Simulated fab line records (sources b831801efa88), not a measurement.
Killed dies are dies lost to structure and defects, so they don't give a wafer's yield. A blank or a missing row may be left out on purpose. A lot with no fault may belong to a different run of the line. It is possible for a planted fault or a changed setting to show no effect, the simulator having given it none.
fab line records | flow sky130
record lots=5 | wafers=15 | lastDay=50
route steps=708 shown VIA3@591 METAL4@598 CAP2M@603 PAD_OPEN@708
lots that met no fault: taken from a fault-free run of the same line
startH: the number of hours between the record's first day and the start of the first shown wafer of the lot | waitH: hours since the lot's step before | " same as the row above | L1.1+2: one row covering several wafers at once | - either no value or no given start | * or withheld: withheld | < > ~ a bound
route shown NAME@n: a module of which the file shows steps, and the number in the route of the first | usual: mean/standard deviation of fault-free wafers | same: alike in all rows | chamber/n: place in a boat | sites: the reading at each site | _std_site: their standard deviation | _edge_site: mean of outer sites minus mean of inner sites | radiusMm: how far each site lies from the wafer's centre | mask NAME#n: copy n | behind: the most recent tool/chamber to have shaped the wafer | hold: what put the lot on hold/how long, in hours/how the hold closed | device: names the non-switching transistor (n, p or np) | end of line: at the end of the route, the tests of the same wafers | a step given without rows: its recipe and nothing more | killed: dies lost to structure and defects at the first sort, not the wafer's yield | map: a wafer's dies, x killed, . not, _ none there
set.NAME: the setting as run; set.NAME@STEP: as run at that earlier step | model.NAME: the simulator's own value behind a step, which no gauge read
certain route steps with their lots: each step a table, each wafer a row
services: a tool's chamber out of use, with start hour (startH, from the record's first day; less than 0 if before it), hours out, and reason
## steps
# step SKY_VIA3_CLEAN_18
# recipe chemistry=IPA | timeS=180 | tempC=25
# step SKY_VIA3_CLEAN_19
# recipe chemistry=O3/DIW | dry=n2Spin
# step SKY_VIA3_SPUTTER_20
# recipe material=TiN | targetThkNm=20 | chamberPressurePa=5 | powerW=4000 | timeS=80
# step SKY_VIA3_CVD_21
# recipe material=W | targetThkNm=390 | timeS=117.31 | tempC=400 | pressureTorr=40
# step SKY_VIA3_CMP_24
# recipe stopOn=SiO2 | tOverpolishS=20 | downForcePsi=3.5 | platenRpm=60 | targetThkNm=0 | padVelocityMS=0.94248
# step SKY_METAL4_SPUTTER_00
# recipe material=Ti | targetThkNm=15 | powerW=3000 | timeS=10 | chamberPressurePa=0.4
# step SKY_METAL4_SPUTTER_01
# recipe material=TiN | targetThkNm=20 | powerW=6500 | timeS=16.7 | chamberPressurePa=0.4
# step SKY_METAL4_SPUTTER_02
# recipe material=AlCu | targetThkNm=735 | powerW=10600 | timeS=39.1 | chamberPressurePa=0.4
# step SKY_METAL4_SPUTTER_03
# recipe material=Ti | targetThkNm=5 | powerW=3000 | timeS=3.3 | chamberPressurePa=0.4
# step SKY_METAL4_SPUTTER_04
# recipe material=TiN | targetThkNm=70 | powerW=6500 | timeS=58.3 | chamberPressurePa=0.4
# step SKY_CAP2M_CVD_00
# recipe material=SiO2 | targetThkNm=15.5 | tempC=400 | timeS=withheld | rfW=450
# usual heaterPowerW=738/73
lot.wafer | tool     | chamber | startH  | waitH | heaterPowerW | model.SiO2_of_CAP2M_CVD_00.thkNm
L956.1    | pecvd-02 | 0       | 986.29  | 0.0   | 768          | 27.74
L956.2    | "        | 2       | "       | "     | 688          | 27.63
L956.4    | "        | 2       | "       | "     | 681          | 28.13
L961.2    | pecvd-02 | 0       | 1013.70 | 0.0   | 755          | 27.93
L961.4    | "        | 1       | "       | "     | 653          | 28.36
L961.5    | "        | 2       | "       | "     | 726          | 28.31
L963.3    | pecvd-02 | 1       | 1015.90 | 0.0   | 716          | 27.95
L963.5    | "        | 0       | "       | "     | 747          | 28.48
L963.6    | "        | 2       | "       | "     | 772          | 28.3
L968.1    | pecvd-01 | 0       | 1051.23 | 0.0   | 862          | 15.64
L968.4    | "        | 0       | "       | "     | 857          | 15.85
L968.5    | "        | 1       | "       | "     | 759          | 15.53
L972.2    | pecvd-02 | 1       | 1078.64 | 0.0   | 675          | 15.22
L972.3    | "        | 2       | "       | "     | 813          | 15.17
L972.4    | "        | 1       | "       | "     | 660          | 15.31
# step SKY_CAP2M_THK_MEAS_01
# recipe reads=SiO2_of_CAP2M_CVD_00
# usual CAP2M_CVD_00_THK=15.40/0.21
lot.wafer | tool         | chamber | startH  | waitH | CAP2M_CVD_00_THK[nm]
L956.1    | filmMetro-03 | -       | 986.31  | -     | 27.79
L956.2    | "            | -       | "       | "     | 27.65
L956.4    | "            | -       | "       | "     | 28.10
L961.2    | filmMetro-01 | -       | 1013.73 | -     | 27.90
L961.4    | "            | -       | "       | "     | 28.32
L961.5    | "            | -       | "       | "     | 28.35
L963.3    | filmMetro-01 | -       | 1015.94 | -     | 27.98
L963.5    | "            | -       | "       | "     | 28.50
L963.6    | "            | -       | "       | "     | 28.31
L968.1    | filmMetro-04 | -       | 1051.26 | -     | 15.62
L968.4    | "            | -       | "       | "     | 15.81
L968.5    | "            | -       | "       | "     | 15.51
L972.2    | filmMetro-04 | -       | 1078.67 | -     | 15.26
L972.3    | "            | -       | "       | "     | 15.11
L972.4    | "            | -       | "       | "     | 15.35
# step SKY_CAP2M_SPUTTER_02
# recipe material=TiN | targetThkNm=200 | tempC=300 | powerW=6500 | timeS=166.7 | chamberPressurePa=0.4
# step SKY_CAP2M_DEHYDRATE_05
# recipe tempC=200 | timeS=60
# step SKY_CAP2M_HMDS_06
# recipe primeTimeS=60 | primeTempC=120
# step SKY_CAP2M_COAT_07
# recipe resist=NOVOLAK | spinRpm=3000 | resistThkNm=1140
# step SKY_CAP2M_SOFTBAKE_08
# recipe tempC=90 | timeS=60 | resist=NOVOLAK
# step SKY_CAP2M_EXPOSE_09
# recipe maskId=CAP2M | na=0.6 | sourceShape=conventional | sigmaOuter=0.6 | polarization=unpolarized | targetCdNm=1000 | doseMj=159
# step SKY_CAP2M_PEB_10
# recipe tempC=withheld | timeS=* | resist=NOVOLAK
# step SKY_CAP2M_DEVELOP_11
# recipe resist=NOVOLAK | developer=TMAH | developTimeS=60.77 | devTempC=23
# step SKY_CAP2M_METAL_ETCH_13
# recipe targetDepthNm=220 | stopOn=SiO2 | chemistry=Cl2/BCl3 | target=TiN | pressureMtorr=10 | icpW=900 | biasW=48.5 | Cl2_flow_sccm=60 | bcl3FlowSccm=30 | timeS=62.9
# step SKY_CAP2M_STRIP_14
# recipe chemistry=O2/N2 | powerW=1400 | pressureMtorr=1500 | platenTempC=withheld | o2FlowSccm=3000 | n2FlowSccm=300 | overashFraction=0.5
# step SKY_CAP2M_STRIP_15
# recipe chemistry=postEtchResidueRemover | timeS=1200 | tempC=72.5
# step SKY_CAP2M_CLEAN_16
# recipe chemistry=IPA | timeS=180 | tempC=25
# step SKY_CAP2M_CLEAN_17
# recipe chemistry=O3/DIW | dry=n2Spin
# step SKY_METAL4_DEHYDRATE_05
# recipe tempC=200 | timeS=60
# step SKY_METAL4_HMDS_06
# recipe primeTimeS=60 | primeTempC=120
# step SKY_METAL4_COAT_07
# recipe resist=BARC | tempC=withheld | timeS=withheld | spinRpm=3000 | resistThkNm=60
# step SKY_METAL4_COAT_08
# recipe resist=KrF-thick | spinRpm=3000 | resistThkNm=1140
# step SKY_METAL4_SOFTBAKE_09
# recipe tempC=100 | timeS=90 | resist=KrF-thick
# step SKY_METAL4_EXPOSE_10
# recipe maskId=MM4 | na=0.68 | sourceShape=annular | sigmaInner=0.4 | sigmaOuter=0.8 | targetCdNm=300 | doseMj=28
# step SKY_METAL4_PEB_11
# recipe pebTempC=withheld | pebTimeS=withheld | resist=KrF-thick
# step SKY_METAL4_DEVELOP_12
# recipe developTimeS=60 | resist=KrF-thick | devTempC=21
# step SKY_METAL4_DESCUM_15
# recipe chemistry=O2 | sourcePowerW=150 | biasPowerW=0 | pressureMtorr=10 | tempC=40 | timeS=8
# step SKY_METAL4_ETCH_16
# recipe chemistry=N2/H2 | target=BARC | ionEnergyEv=200 | biasW=100 | pressureMtorr=30 | n2FlowSccm=100 | h2FlowSccm=200 | icpW=500 | stopOn=SiO2 | timeS=88.2 | targetDepthA=600
# step SKY_METAL4_ETCH_17
# recipe target=SiO2 | stopOn=TiN | chemistry=C4F8/O2/Ar | sourceW=1500 | biasW=1214 | pressureMtorr=40 | c4f8FlowSccm=withheld | O2_flow_sccm=6 | Ar_flow_sccm=300 | timeS=3.9 | targetDepthA=150
# usual chamberPressureMTorr=40.00/0.035 | oesProductAu=0.751/0.0071
lot.wafer | tool       | chamber | startH  | waitH | chamberPressureMTorr | oesProductAu
L956.1    | rieDiel-04 | 0       | 1033.60 | 0.1   | 39.96                | 1.007
L956.2    | "          | 1       | "       | "     | 40.03                | 1.001
L956.4    | "          | 3       | "       | "     | 39.99                | 0.997
L961.2    | rieDiel-04 | 2       | 1058.05 | 0.1   | 40.00                | 0.997
L961.4    | "          | 3       | "       | "     | 39.97                | 0.999
L961.5    | "          | 2       | "       | "     | 39.97                | 0.998
L963.3    | rieDiel-03 | 0       | 1061.06 | 0.0   | 40.05                | 1.015
L963.5    | "          | 2       | "       | "     | 40.01                | 1.009
L963.6    | "          | 3       | "       | "     | 40.05                | 1.012
L968.1    | rieDiel-02 | 0       | 1094.52 | 0.1   | 40.02                | 0.761
L968.4    | "          | 3       | "       | "     | 39.97                | 0.765
L968.5    | "          | 3       | "       | "     | 40.02                | 0.761
L972.2    | rieDiel-04 | 3       | 1122.23 | 0.1   | 39.95                | 0.750
L972.3    | "          | 1       | "       | "     | 39.95                | 0.749
L972.4    | "          | 0       | "       | "     | 40.03                | 0.752
# step SKY_PAD_OPEN_PROBE_99
# usual defectLimitedYield=82.3/1.9 | killed_at_M0_to_M3=44/7.3 | killed_at_M4_up=3.4/1.7 | killedAtContacts=24/5.3 | killedAtFrontEnd=15/4.1 | killedAtOther=0.4/0.68 | killedDies=87/9.5 | killedOpen=48/7.1 | killedShort=39/5.8
# same grossDies=492 | killedAtBackSide=0
lot.wafer | tool      | chamber | startH  | waitH | defectLimitedYield[%] | killed_at_M0_to_M3 | killed_at_M4_up | killedAtContacts | killedAtFrontEnd | killedAtOther | killedDies | killedOpen | killedShort | model.etest.tester.sortNPass | model.etest.tester.sortYieldPct | model.etest.tester.sort_bin_3_pct | model.etest.diodeNdiffFingers.overLimit | model.etest.diodeNdiffPwell.overLimit | model.etest.sramNfetPass.short | model.etest.nfet_01v8_turned.short | model.etest.capOno.overLimit
L956.1    | prober-01 | -       | 1123.84 | 0.1   | 79.9                  | 49                 | 1               | 39               | 8                | 2             | 99         | 55         | 42          | 0                            | 0                               | 80.85                             | 1                                       | 1                                     | 1                              | 1                                  | 1
L956.2    | prober-01 | -       | 1123.89 | 0.1   | 80.5                  | 49                 | 2               | 27               | 15               | 3             | 96         | 54         | 37          | 0                            | 0                               | 81.74                             | 1                                       | 1                                     | 1                              | 1                                  | 1
L956.4    | prober-01 | -       | 1123.99 | 0.2   | 80.1                  | 45                 | 3               | 30               | 20               | 0             | 98         | 53         | 45          | 0                            | 0                               | 81.09                             | 1                                       | 1                                     | 1                              | 1                                  | 1
L961.2    | prober-02 | -       | 1144.39 | 0.1   | 82.3                  | 39                 | 3               | 30               | 14               | 1             | 87         | 41         | 45          | 0                            | 0                               | 83.11                             | 1                                       | 1                                     | 1                              | 1                                  | 1
L961.4    | prober-02 | -       | 1144.49 | 0.2   | 81.5                  | 36                 | 5               | 29               | 21               | 0             | 91         | 50         | 40          | 0                            | 0                               | 82.92                             | 1                                       | 1                                     | 1                              | 1                                  | 1
L961.5    | prober-02 | -       | 1144.54 | 0.2   | 83.5                  | 39                 | 6               | 20               | 16               | 0             | 81         | 41         | 40          | 0                            | 0                               | 84.55                             | 1                                       | 1                                     | 1                              | 1                                  | 1
L963.3    | prober-01 | -       | 1147.69 | 0.2   | 85.4                  | 34                 | 2               | 22               | 13               | 1             | 72         | 39         | 32          | 0                            | 0                               | 86.21                             | 1                                       | 1                                     | 1                              | 1                                  | 1
L963.5    | prober-01 | -       | 1147.79 | 0.2   | 80.5                  | 50                 | 3               | 20               | 22               | 1             | 96         | 58         | 38          | 0                            | 0                               | 81.09                             | 1                                       | 1                                     | 1                              | 1                                  | 1
L963.6    | prober-01 | -       | 1147.84 | 0.2   | 82.9                  | 34                 | 4               | 28               | 18               | 0             | 84         | 45         | 38          | 0                            | 0                               | 83.69                             | 1                                       | 1                                     | 1                              | 1                                  | 1
L968.1    | prober-01 | -       | 1176.64 | 0.1   | 79.1                  | 58                 | 3               | 23               | 19               | 0             | 103        | 71         | 32          | 389                          | 79.06                           | 1.016                             | 0                                       | 0                                     | 0                              | 0                                  | 0
L968.4    | prober-01 | -       | 1176.79 | 0.2   | 79.7                  | 57                 | 3               | 22               | 18               | 0             | 100        | 55         | 45          | 392                          | 79.67                           | 0.4065                            | 0                                       | 0                                     | 0                              | 0                                  | 0
L968.5    | prober-01 | -       | 1176.84 | 0.2   | 82.3                  | 51                 | 3               | 24               | 9                | 0             | 87         | 43         | 44          | 405                          | 82.32                           | 0.2033                            | 0                                       | 0                                     | 0                              | 0                                  | 0
L972.2    | prober-02 | -       | 1197.35 | 0.1   | 79.5                  | 46                 | 4               | 32               | 19               | 0             | 101        | 56         | 45          | 391                          | 79.47                           | 1.22                              | 0                                       | 0                                     | 0                              | 0                                  | 0
L972.3    | prober-02 | -       | 1197.40 | 0.2   | 85.6                  | 33                 | 2               | 29               | 6                | 1             | 71         | 41         | 30          | 421                          | 85.57                           | 0.813                             | 0                                       | 0                                     | 0                              | 0                                  | 0
L972.4    | prober-02 | -       | 1197.45 | 0.2   | 83.3                  | 36                 | 5               | 26               | 15               | 0             | 82         | 47         | 35          | 410                          | 83.33                           | 0.813                             | 0                                       | 0                                     | 0                              | 0                                  | 0
# killed by level:class
L956.1 CONTACT:geometricParticle:open=14 VIA1:geometricParticle:open=13 LI_CONTACT:geometricParticle:open=8 CONTACT:geometricParticle:short=7 VIA2:geometricParticle:open=7 LOCAL_INTERCONNECT:geometricParticle:short=5 VIA1:geometricParticle:short=5 METAL3:geometricParticle:short=5
L956.2 CONTACT:geometricParticle:open=11 VIA1:geometricParticle:open=11 VIA3:geometricParticle:open=9 METAL1:geometricParticle:short=7 POLY_GATE:geometricParticle:open=5 LI_CONTACT:geometricParticle:open=5 CONTACT:geometricParticle:short=5 VIA1:geometricParticle:short=5
L956.4 VIA1:geometricParticle:open=11 LOCAL_INTERCONNECT:geometricParticle:short=9 VIA3:geometricParticle:open=9 FIELD_ISO:geometricParticle:open=7 CONTACT:geometricParticle:open=7 LI_CONTACT:geometricParticle:open=6 POLY_GATE:geometricParticle:short=5 LI_CONTACT:geometricParticle:short=5
L961.2 CONTACT:geometricParticle:open=10 LOCAL_INTERCONNECT:geometricParticle:short=7 LI_CONTACT:geometricParticle:open=6 CONTACT:geometricParticle:short=6 VIA1:geometricParticle:open=6 VIA2:geometricParticle:short=6 VIA3:geometricParticle:open=5 FIELD_ISO:geometricParticle:open=5
L961.4 CONTACT:geometricParticle:open=8 LI_CONTACT:geometricParticle:open=7 VIA3:geometricParticle:open=7 VIA1:geometricParticle:open=7 METAL2:geometricParticle:short=6 CONTACT:geometricParticle:short=6 POLY_GATE:geometricParticle:open=5 FIELD_ISO:geometricParticle:short=4
L961.5 CONTACT:geometricParticle:open=10 VIA1:geometricParticle:open=9 POLY_GATE:geometricParticle:short=6 VIA3:geometricParticle:open=6 VIA2:geometricParticle:short=5 FIELD_ISO:geometricParticle:short=4 VIA2:geometricParticle:open=4 METAL2:geometricParticle:short=4
L963.3 VIA1:geometricParticle:open=8 CONTACT:geometricParticle:open=7 VIA2:geometricParticle:open=7 POLY_GATE:geometricParticle:short=5 CONTACT:geometricParticle:short=5 LI_CONTACT:geometricParticle:open=4 LOCAL_INTERCONNECT:geometricParticle:short=4 METAL1:geometricParticle:short=4
L963.5 VIA3:geometricParticle:open=12 VIA1:geometricParticle:open=10 VIA2:geometricParticle:open=9 FIELD_ISO:geometricParticle:open=7 CONTACT:geometricParticle:open=7 FIELD_ISO:geometricParticle:short=5 POLY_GATE:geometricParticle:short=5 LI_CONTACT:geometricParticle:open=4
L963.6 CONTACT:geometricParticle:open=9 LI_CONTACT:geometricParticle:open=8 VIA1:geometricParticle:open=8 CONTACT:geometricParticle:short=8 METAL1:geometricParticle:short=7 FIELD_ISO:geometricParticle:open=6 POLY_GATE:geometricParticle:open=4 VIA3:geometricParticle:open=4
L968.1 VIA1:geometricParticle:open=17 CONTACT:geometricParticle:open=13 VIA2:geometricParticle:open=10 VIA3:geometricParticle:open=9 LI_CONTACT:geometricParticle:open=6 METAL1:geometricParticle:short=5 FIELD_ISO:geometricParticle:open=4 FIELD_ISO:geometricParticle:short=4
L968.4 VIA1:geometricParticle:open=13 METAL1:geometricParticle:short=9 VIA2:geometricParticle:open=7 LI_CONTACT:geometricParticle:open=6 CONTACT:geometricParticle:open=6 METAL3:geometricParticle:short=6 POLY_GATE:geometricParticle:open=5 VIA2:geometricParticle:short=5
L968.5 VIA1:geometricParticle:open=11 METAL1:geometricParticle:short=10 LI_CONTACT:geometricParticle:open=8 CONTACT:geometricParticle:open=8 VIA1:geometricParticle:short=7 POLY_GATE:geometricParticle:short=5 VIA2:geometricParticle:open=5 VIA3:geometricParticle:short=4
L972.2 VIA1:geometricParticle:open=11 CONTACT:geometricParticle:open=8 VIA2:geometricParticle:open=8 LOCAL_INTERCONNECT:geometricParticle:short=7 CONTACT:geometricParticle:short=7 VIA3:geometricParticle:open=7 LI_CONTACT:geometricParticle:open=6 FIELD_ISO:geometricParticle:open=5
L972.3 VIA1:geometricParticle:open=15 CONTACT:geometricParticle:open=8 LI_CONTACT:geometricParticle:open=7 LI_CONTACT:geometricParticle:short=5 LOCAL_INTERCONNECT:geometricParticle:short=5 VIA1:geometricParticle:short=5 METAL2:geometricParticle:short=3 VIA3:geometricParticle:open=3
L972.4 CONTACT:geometricParticle:open=11 VIA1:geometricParticle:open=10 CONTACT:geometricParticle:short=7 METAL1:geometricParticle:short=7 VIA3:geometricParticle:open=5 POLY_GATE:geometricParticle:open=4 VIA1:geometricParticle:short=4 METAL2:geometricParticle:short=4
## services
tool       | chamber | startH  | hours | kind
rieDiel-03 | 0       | 969.00  | 10.6  | repair
pecvd-02   | -       | 969.65  | 0.4   | repair
rieDiel-03 | -       | 972.73  | 0.4   | repair
rieDiel-04 | 0       | 992.52  | 13.9  | repair
pecvd-01   | 1       | 999.38  | -     | clean
pecvd-01   | 1       | 999.38  | -     | consumableReplace:showerhead
pecvd-01   | 1       | 999.38  | 29.0  | scheduledDown
pecvd-01   | 1       | 999.38  | 29.0  | ventCycle
rieDiel-04 | 3       | 1010.11 | 16.0  | repair
pecvd-02   | 2       | 1030.34 | 5.7   | repair
rieDiel-03 | -       | 1054.29 | 0.5   | repair
pecvd-02   | 1       | 1056.76 | 4.8   | repair
pecvd-01   | -       | 1078.51 | 1.4   | repair
pecvd-02   | 0       | 1079.39 | 2.1   | scheduledDown
rieDiel-03 | 2       | 1084.64 | 11.3  | repair
rieDiel-04 | 2       | 1111.72 | 18.8  | repair
pecvd-02   | 1       | 1114.93 | 5.0   | scheduledDown
## key
firstSign step=SKY_CAP2M_THK_MEAS_01 | reading=CAP2M_CVD_00_THK | direction=up | sigmas=61 | usual=15.40 | struck=28.10
effect step=SKY_METAL4_ETCH_17 | reading=oesProductAu | direction=up | sigmas=36 | usual=0.751 | struck=1.004
modelEffect step=SKY_CAP2M_CVD_00 | value=SiO2_of_CAP2M_CVD_00.thkNm | without=15.51 | struck=28.09
modelEffect step=SKY_PAD_OPEN_PROBE_99 | value=etest.tester.sortNPass | without=402.7 | struck=0
metAt SKY_CAP2M_CVD_00
struckWafers L956.1,L956.2,L956.4,L961.2,L961.4,L961.5,L963.3,L963.5,L963.6
fault kind=processParameterDrift | tool=pecvd-02 | chamber=- | onsetH=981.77 | steps=SKY_CAP2M_CVD_00 | channel=targetThkNm | offset=12.575 | shape=step | endH=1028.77 | actsIn=theseRecipesOnly | stated=15.5
